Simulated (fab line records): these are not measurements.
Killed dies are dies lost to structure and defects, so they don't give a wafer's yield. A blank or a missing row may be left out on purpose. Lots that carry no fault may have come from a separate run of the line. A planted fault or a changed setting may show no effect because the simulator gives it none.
fab line records	flow gf180mcu
record lots=14	wafers=42	lastDay=34
route steps=602 shown M1@332 V1@356 M2@364
lots that met no fault: taken from a fault-free run of the same line
startH: hours from the record's first day to the start of the lot's first wafer shown	waitH: time in hours since the lot's previous step	" identical to the entry in the row above	L1.1+2: several wafers, shown together as one row	- no value, or no start was given	* or withheld: withheld	< > ~ a bound
route shown NAME@n: NAME is a module with steps in the file, n the number in the route of the first one	usual: mean/standard deviation taken from wafers without a fault	same: alike in all rows	chamber/n: place in a boat	sites: each site's reading	_std_site: the standard deviation of these	_edge_site: inner sites' mean taken away from outer sites' mean	radiusMm: for every site, how far away it sits from the centre of the wafer	mask NAME#n: copy n	behind: the most recent tool/chamber to have shaped the wafer	hold: reason for holding the lot/hours on hold/outcome of the hold	device: whichever transistor did not switch (one of n, p or np)	end of line: the same wafers' tests at the end of the route	for a step that has no rows: nothing shown but its recipe	killed: count of dies lost to structure and defects at first sort (not the wafer's yield)	map: dies across one wafer; x = killed, . = not, _ = none there
set.NAME: the setting as run; set.NAME@STEP: as run at that earlier step	model.NAME: the simulator's own value behind a step, which no gauge read
route steps across a sampled set of lots; one table per step, one row per wafer
services: when a tool's chamber went out of use (startH, in hours from the record's first day, below 0 if earlier), for how many hours, and the reason
## steps
# step GF_M1_STRIP_17
# recipe chemistry=O2/N2	powerW=1400	pressureMtorr=1500	platenTempC=250	o2FlowSccm=3000	n2FlowSccm=300	overashFraction=0.5
# usual drypumpMotorCurrentA=5.8/0.5	heaterPowerW=343/19	oesProductAu=0.557/0.0055	stripTimeToEndpointS=7.87/0.075
lot.wafer	tool	chamber	startH	waitH	drypumpMotorCurrentA	heaterPowerW	oesProductAu	rfHoursCounterH	stripTimeToEndpointS
L430.3	plasmaAsher-04	0	385.52	0.1	5.7	342	0.546	-	7.72
L430.5	"	0	"	"	5.7	334	0.553	-	7.80
L430.6	"	1	"	"	5.4	358	0.549	-	7.68
L432.2	plasmaAsher-02	0	403.74	0.1	6.7	340	0.557	73	7.96
L432.3	"	0	"	"	6.6	339	0.564	-	7.79
L432.6	"	1	"	"	5.6	379	0.556	-	7.91
L434.4	plasmaAsher-04	0	433.04	0.1	5.7	333	0.559	-	7.92
L434.5	"	0	"	"	5.7	339	0.560	-	7.87
L434.6	"	1	"	"	5.4	355	0.556	-	7.90
L436.1	plasmaAsher-02	0	447.89	0.1	6.6	328	0.563	2	7.91
L436.3	"	0	"	"	6.6	335	0.567	-	8.02
L436.5	"	1	"	"	5.6	367	0.549	-	7.82
L437.3	plasmaAsher-02	1	452.61	0.1	5.6	372	0.560	-	7.83
L437.5	"	1	"	"	5.6	369	0.557	-	7.82
L437.6	"	0	"	"	6.6	339	0.551	-	7.80
L438.3	plasmaAsher-02	1	463.05	0.1	5.6	368	0.542	-	7.75
L438.5	"	0	"	"	6.6	335	0.541	-	7.69
L438.6	"	1	"	"	5.6	373	0.564	-	7.91
L441.1	plasmaAsher-02	0	498.32	0.1	6.6	328	0.558	8	7.70
L441.4	"	0	"	"	6.6	329	0.552	-	7.74
L441.5	"	0	"	"	6.6	332	0.566	-	7.88
L442.3	plasmaAsher-04	1	500.05	0.1	5.4	344	0.564	-	7.94
L442.4	"	0	"	"	5.7	339	0.553	-	7.85
L442.6	"	0	"	"	5.7	333	0.564	-	7.94
L443.2	plasmaAsher-01	1	510.19	0.1	5.1	338	0.548	73	7.82
L443.3	"	0	"	"	5.7	325	0.553	-	7.78
L443.6	"	1	"	"	5.1	334	0.557	-	7.79
L447.1	plasmaAsher-02	1	541.77	0.1	5.6	369	0.558	12	7.87
L447.4	"	1	"	"	5.6	367	0.557	-	7.84
L447.5	"	1	"	"	5.6	376	0.562	-	7.88
L448.3	plasmaAsher-04	1	549.72	0.1	5.4	349	0.564	-	7.88
L448.4	"	0	"	"	5.6	323	0.564	-	7.72
L448.6	"	0	"	"	5.7	335	0.562	-	7.90
L449.2	plasmaAsher-04	1	553.20	0.1	5.4	354	0.554	45	7.84
L449.4	"	0	"	"	5.7	327	0.565	-	7.87
L449.5	"	0	"	"	5.7	324	0.555	-	7.88
L450.2	plasmaAsher-01	0	562.26	0.1	5.7	308	0.554	79	7.87
L450.3	"	0	"	"	5.7	321	0.555	-	7.81
L450.4	"	1	"	"	5.0	333	0.563	-	7.95
L451.2	plasmaAsher-02	0	568.77	0.1	6.6	328	0.557	15	7.81
L451.5	"	0	"	"	6.6	333	0.548	-	7.83
L451.6	"	1	"	"	5.6	380	0.555	-	7.89
# step GF_V1_SPUTTER_21
# recipe material=Ti	targetThkNm=15	chamberPressurePa=5	powerW=2500	substrateTempC=200	timeS=80.02
# usual cathodeDcPowerW=2499.9/0.45	chamberPressurePa=5.000/0.0089	throttleValvePct=30.0/0.76
lot.wafer	tool	chamber	startH	waitH	cathodeDcPowerW	chamberPressurePa	throttleValvePct
L430.3	pvdSputter-02	-	411.39	0.0	2499.9	5.010	30.1
L430.5	"	-	"	"	2499.7	5.000	30.0
L430.6	"	-	"	"	2500.7	4.994	30.1
L432.2	pvdSputter-02	-	429.38	0.0	2500.0	5.002	29.9
L432.3	"	-	"	"	2499.3	4.983	30.1
L432.6	"	-	"	"	2499.1	4.998	29.9
L434.4	pvdSputter-04	-	459.49	0.0	2500.5	4.991	28.5
L434.5	"	-	"	"	2499.4	4.997	28.4
L434.6	"	-	"	"	2500.1	4.997	31.0
L436.1	pvdSputter-02	-	474.17	0.0	2499.0	5.000	29.8
L436.3	"	-	"	"	2499.9	4.990	30.3
L436.5	"	-	"	"	2499.4	5.005	31.4
L437.3	pvdSputter-02	-	478.73	0.0	2500.5	5.002	30.0
L437.5	"	-	"	"	2499.5	4.997	30.2
L437.6	"	-	"	"	2499.7	4.996	31.1
L438.3	pvdSputter-04	-	488.91	0.0	2499.3	4.989	28.5
L438.5	"	-	"	"	2500.0	5.005	28.7
L438.6	"	-	"	"	2499.9	5.006	30.9
L441.1	pvdSputter-04	-	524.30	0.0	2499.3	4.988	30.6
L441.4	"	-	"	"	2499.5	4.988	30.1
L441.5	"	-	"	"	2500.1	4.998	30.7
L442.3	pvdSputter-03	-	525.64	0.0	2500.0	4.995	30.4
L442.4	"	-	"	"	2500.3	4.998	29.1
L442.6	"	-	"	"	2500.2	5.005	29.4
L443.2	pvdSputter-03	-	535.53	0.0	2500.3	5.000	30.3
L443.3	"	-	"	"	2499.8	5.012	29.5
L443.6	"	-	"	"	2499.5	4.990	30.2
L447.1	pvdSputter-04	-	566.63	0.0	2500.0	5.014	29.9
L447.4	"	-	"	"	2500.1	4.991	28.6
L447.5	"	-	"	"	2499.8	5.010	30.2
L448.3	pvdSputter-04	-	573.97	0.0	2499.8	4.984	30.3
L448.4	"	-	"	"	2501.1	5.014	30.7
L448.6	"	-	"	"	2500.6	5.016	30.1
L449.2	pvdSputter-02	-	577.28	0.0	2499.9	4.998	30.8
L449.4	"	-	"	"	2500.3	4.984	29.9
L449.5	"	-	"	"	2500.5	4.988	29.7
L450.2	pvdSputter-03	-	586.15	0.0	2500.1	5.005	30.2
L450.3	"	-	"	"	2500.0	5.001	29.1
L450.4	"	-	"	"	2500.6	4.999	29.2
L451.2	pvdSputter-04	-	592.19	0.0	2499.5	5.001	30.3
L451.5	"	-	"	"	2500.0	5.003	30.7
L451.6	"	-	"	"	2500.3	4.997	29.7
# step GF_M2_SPUTTER_02
# recipe material=AlCu	targetThkNm=450	powerW=10600	timeS=23.9	chamberPressurePa=0.4
# usual cathodeDcPowerW=10600/2	chamberPressurePa=0.4001/0.00073	throttleValvePct=29.9/0.69
lot.wafer	tool	chamber	startH	waitH	cathodeDcPowerW	chamberPressurePa	throttleValvePct
L430.3	pvdSputter-01	-	412.21	0.0	10601	0.3996	30.3
L430.5	"	-	"	"	10601	0.3997	29.0
L430.6	"	-	"	"	10601	0.4005	28.8
L432.2	pvdSputter-01	-	430.20	0.0	10601	0.3997	29.2
L432.3	"	-	"	"	10600	0.3986	30.2
L432.6	"	-	"	"	10602	0.4002	30.8
L434.4	pvdSputter-01	-	460.44	0.0	10596	0.4001	30.8
L434.5	"	-	"	"	10602	0.4005	28.8
L434.6	"	-	"	"	10598	0.4002	30.0
L436.1	pvdSputter-02	-	475.12	0.0	10598	0.4003	30.2
L436.3	"	-	"	"	10601	0.3997	30.1
L436.5	"	-	"	"	10603	0.4002	30.2
L437.3	pvdSputter-02	-	479.56	0.0	10600	0.4009	29.8
L437.5	"	-	"	"	10599	0.4009	30.0
L437.6	"	-	"	"	10598	0.3993	29.7
L438.3	pvdSputter-01	-	489.74	0.0	10599	0.4011	29.2
L438.5	"	-	"	"	10598	0.3996	29.8
L438.6	"	-	"	"	10602	0.3990	31.1
L441.1	pvdSputter-02	-	525.12	0.0	10597	0.4009	30.2
L441.4	"	-	"	"	10602	0.4002	30.0
L441.5	"	-	"	"	10602	0.3991	31.0
L442.3	pvdSputter-02	-	526.46	0.0	10600	0.4000	30.9
L442.4	"	-	"	"	10601	0.4007	30.3
L442.6	"	-	"	"	10601	0.3986	31.0
L443.2	pvdSputter-01	-	536.37	0.0	10596	0.3999	28.7
L443.3	"	-	"	"	10600	0.4010	30.8
L443.6	"	-	"	"	10602	0.4006	28.7
L447.1	pvdSputter-03	-	567.46	0.0	10603	0.4008	29.4
L447.4	"	-	"	"	10599	0.4004	30.3
L447.5	"	-	"	"	10598	0.3993	29.5
L448.3	pvdSputter-03	-	574.79	0.0	10599	0.3998	30.6
L448.4	"	-	"	"	10601	0.4003	29.5
L448.6	"	-	"	"	10603	0.3989	30.4
L449.2	pvdSputter-02	-	578.21	0.0	10602	0.4014	29.9
L449.4	"	-	"	"	10601	0.3987	30.3
L449.5	"	-	"	"	10603	0.3990	29.8
L450.2	pvdSputter-03	-	587.08	0.0	10600	0.4000	30.7
L450.3	"	-	"	"	10602	0.3992	30.1
L450.4	"	-	"	"	10597	0.4005	29.3
L451.2	pvdSputter-02	-	593.12	0.0	10598	0.3987	30.3
L451.5	"	-	"	"	10598	0.3993	30.9
L451.6	"	-	"	"	10599	0.3988	30.0
# step GF_M2_SPUTTER_03
# recipe material=Ti	targetThkNm=10	substrateTempC=300	chamberPressurePa=0.3	powerW=3000	timeS=6.7
# usual cathodeDcPowerW=3000.0/0.6	chamberPressurePa=0.3000/0.0006	throttleValvePct=29.9/0.7
lot.wafer	tool	chamber	startH	waitH	cathodeDcPowerW	chamberPressurePa	throttleValvePct
L430.3	pvdSputter-01	-	412.24	0.0	2999.8	0.2994	29.9
L430.5	"	-	"	"	3000.0	0.3000	28.7
L430.6	"	-	"	"	3001.3	0.3003	28.7
L432.2	pvdSputter-01	-	430.23	0.0	3001.3	0.2994	28.6
L432.3	"	-	"	"	3000.2	0.3004	30.1
L432.6	"	-	"	"	2999.7	0.2994	30.6
L434.4	pvdSputter-01	-	460.46	0.0	2999.8	0.2999	30.7
L434.5	"	-	"	"	3000.7	0.3002	28.9
L434.6	"	-	"	"	3000.0	0.2994	30.5
L436.1	pvdSputter-02	-	475.15	0.0	3000.2	0.3001	30.1
L436.3	"	-	"	"	3000.1	0.2995	30.3
L436.5	"	-	"	"	3000.6	0.2997	30.1
L437.3	pvdSputter-02	-	479.59	0.0	-	-	-
L437.5	"	-	"	"	-	-	-
L437.6	"	-	"	"	-	-	-
L438.3	pvdSputter-01	-	489.77	0.0	-	-	-
L438.5	"	-	"	"	-	-	-
L438.6	"	-	"	"	-	-	-
L441.1	pvdSputter-02	-	525.15	0.0	3000.0	0.3003	30.0
L441.4	"	-	"	"	3000.7	0.2998	29.6
L441.5	"	-	"	"	2999.6	0.3005	30.9
L442.3	pvdSputter-02	-	526.49	0.0	2999.0	0.2998	30.9
L442.4	"	-	"	"	3000.6	0.3008	29.9
L442.6	"	-	"	"	3001.0	0.2986	31.0
L443.2	pvdSputter-01	-	536.40	0.0	2999.6	0.3008	28.8
L443.3	"	-	"	"	3000.4	0.2999	31.1
L443.6	"	-	"	"	2999.5	0.3010	28.9
L447.1	pvdSputter-03	-	567.49	0.0	2999.3	0.3004	29.4
L447.4	"	-	"	"	3000.9	0.3012	30.0
L447.5	"	-	"	"	2999.5	0.2999	29.5
L448.3	pvdSputter-03	-	574.82	0.0	3000.1	0.3000	30.4
L448.4	"	-	"	"	3000.7	0.2987	29.3
L448.6	"	-	"	"	3000.4	0.2987	30.6
L449.2	pvdSputter-02	-	578.24	0.0	2999.5	0.3002	30.0
L449.4	"	-	"	"	2999.4	0.2989	30.0
L449.5	"	-	"	"	3000.7	0.2998	30.1
L450.2	pvdSputter-03	-	587.11	0.0	2999.6	0.3000	30.5
L450.3	"	-	"	"	2998.9	0.3003	30.5
L450.4	"	-	"	"	2998.8	0.3006	29.2
L451.2	pvdSputter-02	-	593.15	0.0	2998.7	0.3000	30.2
L451.5	"	-	"	"	2999.8	0.2997	31.1
L451.6	"	-	"	"	3001.0	0.3000	30.2
## services
tool	chamber	startH	hours	kind
pvdSputter-04	-	372.11	2.6	repair
plasmaAsher-02	-	380.61	9.0	repair
plasmaAsher-01	-	407.81	2.9	repair
plasmaAsher-02	-	421.25	9.0	pm
plasmaAsher-02	0	421.25	9.0	ventCycle
plasmaAsher-02	1	421.25	9.0	ventCycle
plasmaAsher-04	-	428.91	0.6	repair
plasmaAsher-02	0	430.25	-	clean
plasmaAsher-02	1	430.25	-	clean
plasmaAsher-04	-	467.16	5.3	repair
pvdSputter-03	-	467.82	54.3	repair
plasmaAsher-01	-	478.44	15.6	pm
pvdSputter-03	-	482.85	2.1	repair
pvdSputter-02	-	538.57	1.9	repair
plasmaAsher-01	-	579.64	2.8	pm
pvdSputter-02	-	583.33	1.9	repair
pvdSputter-02	-	585.48	5.7	repair
## key
firstSign step=GF_M2_SPUTTER_03	reading=toolRecord	direction=missing
effect none on later readings
metAt GF_M2_SPUTTER_03
struckLots L437,L438
laterRowsLeftOut L437.3,L437.5,L437.6,L438.3,L438.5,L438.6
sortLeftOut L437.3,L437.5,L437.6,L438.3,L438.5,L438.6
notActingAt GF_M1_STRIP_17,GF_V1_SPUTTER_21,GF_M2_SPUTTER_02
onsetBetween 475.15 479.59
fault kind=skippedStepWhole	tool=pvdSputter-01,pvdSputter-02	chamber=-	onsetH=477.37	steps=GF_M2_SPUTTER_03	scope=struckLotsOnly
# sortLeftOut: the simulated sort isn't trusted on such a fault, so these wafers' sort isn't shown, and their yield isn't known
# laterRowsLeftOut: the simulator's readings of these wafers behind a module that went badly wrong aren't trusted and aren't shown, but for the sort
